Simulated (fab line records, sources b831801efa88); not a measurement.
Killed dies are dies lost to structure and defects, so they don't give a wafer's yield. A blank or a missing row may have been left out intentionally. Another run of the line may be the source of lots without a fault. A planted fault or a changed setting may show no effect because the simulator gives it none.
fab line records	flow sfqLine
[record] lots = 5	wafers = 15	lastDay = 92
route steps=325 shown I4@173 JJ@178
lots with no fault: from the same line, run without faults
startH: hours from the record's opening day to when the first of the lot's shown wafers began	waitH: how many hours have passed since the lot's step before this one	" as in the row above	L1.1+2: a row that stands for several wafers	- either no value or no given start	* or withheld: withheld	< > ~ a bound
route shown NAME@n: names a module that has steps shown in the file, with the first one's number in the route	usual: mean and standard deviation over wafers with no fault	same: alike in all rows	chamber/n: place in a boat	sites: per-site readings	_std_site: how widely they spread, as a standard deviation	_edge_site: outer sites' mean less inner sites'	radiusMm: how far each site lies from the wafer's centre	mask NAME#n: copy n	behind: the last tool/chamber to shape the wafer	hold: cause of the lot's hold/its duration in hours/its outcome	device: transistor that didn't switch, given as n, p or np	end of line: the route-end tests of the same wafers	a step given without rows: its recipe and nothing more	killed: dies that structure and defects cost at the first sort, which is not the same as the wafer's yield	map: a wafer's dies, marking killed ones x, the rest . and places with no die _
set.NAME: the setting that was run; set.NAME@STEP: the one run at that earlier step	model.NAME: the simulator's own value behind a step, which no gauge read
lots seen at some steps along the route; tables by step, rows by wafer
services: the hour from which a tool's chamber was out of use, counted from the record's first day as startH (under 0 if before that day), plus the number of hours and why
[[steps]]
[step SFQ_I4_OVL_MEAS_928]
[usual] I4_OVL = 3/4.5
lot.wafer	tool	chamber	startH	waitH	I4_OVL[nm]
L694.1	overlay-02	-	1449.27	0.1	7
L694.2	"	-	"	"	6
L694.5	"	-	"	"	5
L696.2	overlay-02	-	1460.76	0.1	3
L696.4	"	-	"	"	2
L696.5	"	-	"	"	1
L697.1	overlay-02	-	1494.13	0.1	1
L697.2	"	-	"	"	6
L697.5	"	-	"	"	5
L698.1	overlay-02	-	1496.53	0.1	-6
L698.2	"	-	"	"	-3
L698.6	"	-	"	"	-2
L700.1	overlay-02	-	1506.13	0.1	10
L700.2	"	-	"	"	11
L700.4	"	-	"	"	4
[step SFQ_TRILAYER_I4_VIA_BARC_OPEN_VIA_ETCH_146]
[recipe] maskMaterial = PR	chemistry = O2	targetDepthNm = 125	target = BARC	sourceW = 500	biasW = 80	pressureMtorr = 30	timeS = 41.7
[usual] drypumpMotorCurrentA = 5.8/0.58	oesProductAu = 0.685/0.0047
lot.wafer	tool	chamber	startH	waitH	drypumpMotorCurrentA	oesProductAu	rfHoursCounterH
L694.1	rieDiel-04	2	1449.31	0.0	6.4	0.686	10
L694.2	"	1	"	"	5.4	0.693	3
L694.5	"	0	"	"	5.6	0.679	-
L696.2	rieDiel-04	3	1460.79	0.0	4.7	0.684	8
L696.4	"	2	"	"	6.4	0.681	10
L696.5	"	0	"	"	5.6	0.694	-
L697.1	rieDiel-03	2	1494.17	0.0	6.5	0.686	18
L697.2	"	0	"	"	5.6	0.690	7
L697.5	"	3	"	"	4.8	0.686	-
L698.1	rieDiel-03	2	1496.57	0.0	6.4	0.688	18
L698.2	"	0	"	"	5.6	0.690	7
L698.6	"	3	"	"	4.8	0.679	-
L700.1	rieDiel-04	2	1506.17	0.0	6.4	0.688	11
L700.2	"	1	"	"	5.4	0.681	4
L700.4	"	3	"	"	4.7	0.688	8
[step SFQ_TRILAYER_I4_VIA_ETCH_VIA_ETCH_106]
[recipe] target = SiO2	stopOn = Nb	maskMaterial = PR	taperDeg = 20	chemistry = CHF3	targetDepthNm = 260	sourceW = 507.1	biasW = 80	pressureMtorr = 30	timeS = withheld
[usual] drypumpMotorCurrentA = 5.8/0.57	oesProductAu = 0.855/0.0049
lot.wafer	tool	chamber	startH	waitH	drypumpMotorCurrentA	oesProductAu
L694.1	rieDiel-04	2	1449.35	0.0	6.4	0.858
L694.2	"	1	"	"	5.4	0.851
L694.5	"	0	"	"	5.6	0.853
L696.2	rieDiel-04	3	1460.83	0.0	4.7	0.858
L696.4	"	2	"	"	6.4	0.858
L696.5	"	0	"	"	5.7	0.860
L697.1	rieDiel-03	2	1494.21	0.0	6.4	0.851
L697.2	"	0	"	"	5.6	0.854
L697.5	"	3	"	"	4.8	0.850
L698.1	rieDiel-03	2	1496.61	0.0	6.4	0.848
L698.2	"	0	"	"	5.6	0.855
L698.6	"	3	"	"	4.8	0.864
L700.1	rieDiel-04	2	1506.21	0.0	6.4	0.858
L700.2	"	1	"	"	5.4	0.853
L700.4	"	3	"	"	4.7	0.854
[step SFQ_TRILAYER_I4_VIA_STRIP_STRIP_107]
[recipe] gas = O2	powerW = 200	platenTempC = 40	overashFraction = 0.65	chemistry = O2	pressureMtorr = 50
[step SFQ_TRILAYER_I4_VIA_STRIP_SOLV_CLEAN_108]
[recipe] chemistry = NMP	tempC = 70	timeS = 600
[step SFQ_TRILAYER_JJ_TRILAYER_DEP_PRE_CLEAN_113]
[recipe] gas = Ar	timeS = 22.5	biasV = 250
[step SFQ_TRILAYER_JJ_TRILAYER_DEP_SPUTTER_109]
[recipe] material = Nb	basePressurePa = 1.33e-06	chamberPressurePa = 0.1333	substrateTempC = 20	targetThkNm = 150	powerW = 2000	timeS = 100
[usual] throttleValvePct = 29.7/0.96
lot.wafer	tool	chamber	startH	waitH	throttleValvePct
L694.1	pvdSputter-05	-	1450.26	0.0	31.3
L694.2	"	-	"	"	30.9
L694.5	"	-	"	"	29.7
L696.2	pvdSputter-03	-	1461.75	0.0	29.8
L696.4	"	-	"	"	29.8
L696.5	"	-	"	"	30.9
L697.1	pvdSputter-04	-	1495.13	0.0	30.6
L697.2	"	-	"	"	29.5
L697.5	"	-	"	"	28.4
L698.1	pvdSputter-05	-	1497.53	0.0	29.3
L698.2	"	-	"	"	31.0
L698.6	"	-	"	"	30.2
L700.1	pvdSputter-04	-	1507.13	0.0	30.4
L700.2	"	-	"	"	29.1
L700.4	"	-	"	"	29.4
[step SFQ_TRILAYER_JJ_TRILAYER_DEP_SPUTTER_110]
[recipe] material = Al	basePressurePa = 1.33e-06	targetThkNm = 8	powerW = 500	timeS = 10	chamberPressurePa = 0.4
[step SFQ_TRILAYER_JJ_TRILAYER_DEP_AL_OXIDATION_111]
[recipe] pressureMbar = 0.014667	oxidationTimeS = 600	temperatureK = 293
[step SFQ_TRILAYER_JJ_TRILAYER_DEP_SPUTTER_112]
[recipe] material = Nb	basePressurePa = 1.33e-06	chamberPressurePa = 0.1333	substrateTempC = 20	targetThkNm = 170	powerW = 2000	timeS = 113.3
[usual] throttleValvePct = 29.7/0.95
lot.wafer	tool	chamber	startH	waitH	throttleValvePct
L694.1	pvdSputter-05	-	1451.36	0.5	31.5
L694.2	"	-	"	"	30.6
L694.5	"	-	"	"	29.3
L696.2	pvdSputter-03	-	1462.84	0.5	30.0
L696.4	"	-	"	"	29.7
L696.5	"	-	"	"	31.3
L697.1	pvdSputter-04	-	1496.22	0.5	30.2
L697.2	"	-	"	"	29.5
L697.5	"	-	"	"	28.2
L698.1	pvdSputter-05	-	1498.62	0.5	29.8
L698.2	"	-	"	"	31.4
L698.6	"	-	"	"	30.5
L700.1	pvdSputter-04	-	1508.22	0.5	30.7
L700.2	"	-	"	"	29.1
L700.4	"	-	"	"	29.5
[step SFQ_JJ_RS_MEAS_929]
[recipe] thkMeasGauge = four-point-probe	reads = Nb_of_TRILAYER_JJ_TRILAYER_DEP_SPUTTER_112
[usual] JJ_NB_RS = 1.051/0.0091
lot.wafer	tool	chamber	startH	waitH	JJ_NB_RS[ohm/sq]
L694.1	filmMetro-03	-	1451.44	0.0	1.034
L694.2	"	-	"	"	1.044
L694.5	"	-	"	"	1.040
L696.2	filmMetro-02	-	1462.94	0.1	1.048
L696.4	"	-	"	"	1.039
L696.5	"	-	"	"	1.040
L697.1	filmMetro-02	-	1496.30	0.0	1.038
L697.2	"	-	"	"	1.036
L697.5	"	-	"	"	1.038
L698.1	filmMetro-01	-	1498.70	0.0	1.039
L698.2	"	-	"	"	1.065
L698.6	"	-	"	"	1.053
L700.1	filmMetro-01	-	1508.30	0.0	1.058
L700.2	"	-	"	"	1.059
L700.4	"	-	"	"	1.061
[step SFQ_TRILAYER_JJ_CE_LITHO_COAT_119]
[recipe] resist = BARC	spinRpm = 3000	resistThkNm = 62
[usual] resistLineTempC = 23.01/0.11
lot.wafer	tool	chamber	startH	waitH	resistLineTempC	model.BARC_of_TRILAYER_JJ_CE_LITHO_COAT_119.thkNm
L694.1	lithoTrack-01	0	1451.62	0.1	23.12	62.04
L694.2	"	0	"	"	22.87	62.1
L694.5	"	0	"	"	23.08	62.09
L696.2	lithoTrack-01	0	1463.15	0.1	22.96	61.91
L696.4	"	0	"	"	22.89	61.97
L696.5	"	0	"	"	23.00	61.83
L697.1	lithoTrack-02	0	1496.48	0.1	23.04	61.63
L697.2	"	0	"	"	22.93	61.69
L697.5	"	0	"	"	22.83	61.63
L698.1	lithoTrack-02	0	1498.93	0.1	22.78	61.96
L698.2	"	0	"	"	23.11	61.96
L698.6	"	0	"	"	22.88	61.98
L700.1	lithoTrack-02	0	1508.48	0.1	22.95	67.05
L700.2	"	0	"	"	22.98	67.03
L700.4	"	0	"	"	23.09	66.8
[step SFQ_TRILAYER_JJ_CE_LITHO_COAT_114]
[recipe] resist = KrF	spinRpm = 3000	resistThkNm = 600
[step SFQ_TRILAYER_JJ_CE_LITHO_SOFTBAKE_118]
[recipe] tempC = withheld	timeS = withheld	resist = KrF
[step SFQ_TRILAYER_JJ_CE_LITHO_EXPOSE_115]
[recipe] maskId = J5	na = 0.6	sourceShape = conventional	sigmaOuter = 0.65	targetCdNm = 700	doseMj = 14.4
[step SFQ_TRILAYER_JJ_CE_LITHO_PEB_117]
[recipe] pebTempC = 115	pebTimeS = 58.27	resist = KrF
[step SFQ_TRILAYER_JJ_CE_LITHO_DEVELOP_116]
[recipe] timeS = 60	resist = KrF
[step SFQ_JJ_OVL_MEAS_931]
[usual] J5_OVL = 1/5.9
lot.wafer	tool	chamber	startH	waitH	J5_OVL[nm]
L694.1	overlay-02	-	1562.53	0.1	5
L694.2	"	-	"	"	12
L694.5	"	-	"	"	10
L696.2	overlay-02	-	1573.78	0.1	-4
L696.4	"	-	"	"	3
L696.5	"	-	"	"	9
L697.1	overlay-02	-	1611.41	0.1	5
L697.2	"	-	"	"	2
L697.5	"	-	"	"	4
L698.1	overlay-02	-	1617.41	0.1	-7
L698.2	"	-	"	"	-14
L698.6	"	-	"	"	-17
L700.1	overlay-01	-	1630.61	0.1	2
L700.2	"	-	"	"	11
L700.4	"	-	"	"	3
[step SFQ_TRILAYER_JJ_CE_METRO_MEASURE_117]
[step SFQ_TRILAYER_JJ_CE_BARC_OPEN_RIE_150]
[recipe] maskMaterial = PR	chemistry = O2	targetDepthNm = 240	target = BARC	icpW = 600	biasW = 80	pressureMtorr = 10	timeS = 80
[usual] drypumpMotorCurrentA = 5.6/0.43	oesProductAu = 0.537/0.0044
lot.wafer	tool	chamber	startH	waitH	drypumpMotorCurrentA	oesProductAu	rfHoursCounterH	model.etch.depthNm
L694.1	rieMetal-04	0	1563.77	1.0	5.6	0.538	97	62.04
L694.2	"	1	"	"	6.2	0.538	22	62.1
L694.5	"	1	"	"	6.2	0.535	-	62.09
L696.2	rieMetal-04	1	1575.01	0.8	6.2	0.534	23	61.91
L696.4	"	1	"	"	6.2	0.539	-	61.97
L696.5	"	0	"	"	5.6	0.532	-	61.83
L697.1	rieMetal-04	1	1612.65	1.0	6.2	0.534	28	61.63
L697.2	"	0	"	"	5.5	0.545	103	61.69
L697.5	"	1	"	"	6.2	0.537	-	61.63
L698.1	rieMetal-04	1	1618.65	1.0	6.2	0.538	29	61.96
L698.2	"	0	"	"	5.6	0.536	104	61.96
L698.6	"	1	"	"	6.2	0.538	-	61.98
L700.1	rieMetal-03	0	1631.85	1.0	5.6	0.555	2	67.05
L700.2	"	1	"	"	4.8	0.557	64	67.03
L700.4	"	1	"	"	4.8	0.543	-	66.8
[step SFQ_TRILAYER_JJ_CE_ETCH_RIE_118]
[recipe] target = Nb	stopOn = Al2O3	maskMaterial = PR	taperDeg = 13.257	overEtchFrac = 0.15	timeS = 97.7	chemistry = SF6	targetDepthNm = 170	icpW = 600	biasW = 80	pressureMtorr = 10
[usual] drypumpMotorCurrentA = 5.6/0.43	oesProductAu = 0.988/0.0063
lot.wafer	tool	chamber	startH	waitH	drypumpMotorCurrentA	oesProductAu	rfHoursCounterH
L694.1	rieMetal-04	0	1563.86	0.1	5.6	0.999	97
L694.2	"	1	"	"	6.2	1.002	22
L694.5	"	1	"	"	6.2	0.994	-
L696.2	rieMetal-04	1	1575.11	0.1	6.2	0.992	23
L696.4	"	1	"	"	6.2	0.985	-
L696.5	"	0	"	"	5.6	0.982	-
L697.1	rieMetal-04	1	1612.74	0.1	6.2	0.993	28
L697.2	"	0	"	"	5.5	1.002	103
L697.5	"	1	"	"	6.2	0.991	-
L698.1	rieMetal-04	1	1618.74	0.1	6.2	0.988	29
L698.2	"	0	"	"	5.6	0.989	104
L698.6	"	1	"	"	6.2	0.989	-
L700.1	rieMetal-03	0	1631.94	0.1	5.5	0.981	2
L700.2	"	1	"	"	4.8	0.992	64
L700.4	"	1	"	"	4.9	0.986	-
[[services]]
tool	chamber	startH	hours	kind
rieMetal-03	0	1469.44	3.2	repair
rieDiel-03	3	1469.49	1.9	repair
pvdSputter-03	-	1474.14	9.3	repair
rieDiel-04	1	1488.43	8.9	repair
rieDiel-04	3	1491.11	2.4	repair
pvdSputter-05	3	1523.04	-	consumableReplace:kit
pvdSputter-05	3	1523.04	18.0	scheduledDown
pvdSputter-05	3	1523.04	18.0	ventCycle
rieDiel-04	2	1524.39	11.1	repair
pvdSputter-05	-	1543.31	1.4	repair
rieDiel-03	2	1543.74	-	clean
rieDiel-03	2	1543.74	22.3	scheduledDown
rieDiel-03	2	1543.74	22.3	ventCycle
pvdSputter-03	-	1564.09	4.0	repair
rieMetal-03	0	1593.03	-	clean
rieMetal-03	0	1593.03	-	consumableReplace:focusRing
rieMetal-03	0	1593.03	18.9	scheduledDown
rieMetal-03	0	1593.03	18.9	ventCycle
pvdSputter-03	0	1606.73	-	consumableReplace:kit
pvdSputter-03	0	1606.73	18.0	scheduledDown
pvdSputter-03	0	1606.73	18.0	ventCycle
[[key]]
[firstSign] step = SFQ_TRILAYER_JJ_CE_BARC_OPEN_RIE_150	reading = oesProductAu	direction = up	sigmas = 3.2	usual = 0.537	struck = 0.551
effect none on later readings
[modelEffect] step = SFQ_TRILAYER_JJ_CE_LITHO_COAT_119	value = BARC_of_TRILAYER_JJ_CE_LITHO_COAT_119.thkNm	without = 61.79	struck = 66.96
[modelEffect] step = SFQ_TRILAYER_JJ_CE_BARC_OPEN_RIE_150	value = etch.depthNm	without = 61.79	struck = 66.96
metAt SFQ_TRILAYER_JJ_CE_LITHO_COAT_119
struckWafers L700.1,L700.2,L700.4
onsetBetween 1498.93 1508.48
alsoFits time
[fault] kind = processParameterDrift	tool = lithoTrack-02	chamber = -	onsetH = 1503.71	steps = SFQ_TRILAYER_JJ_CE_LITHO_COAT_119	channel = resistThkNm	offset = 5.1891	shape = step	endH = 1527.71	actsIn = theseRecipesOnly	stated = 62
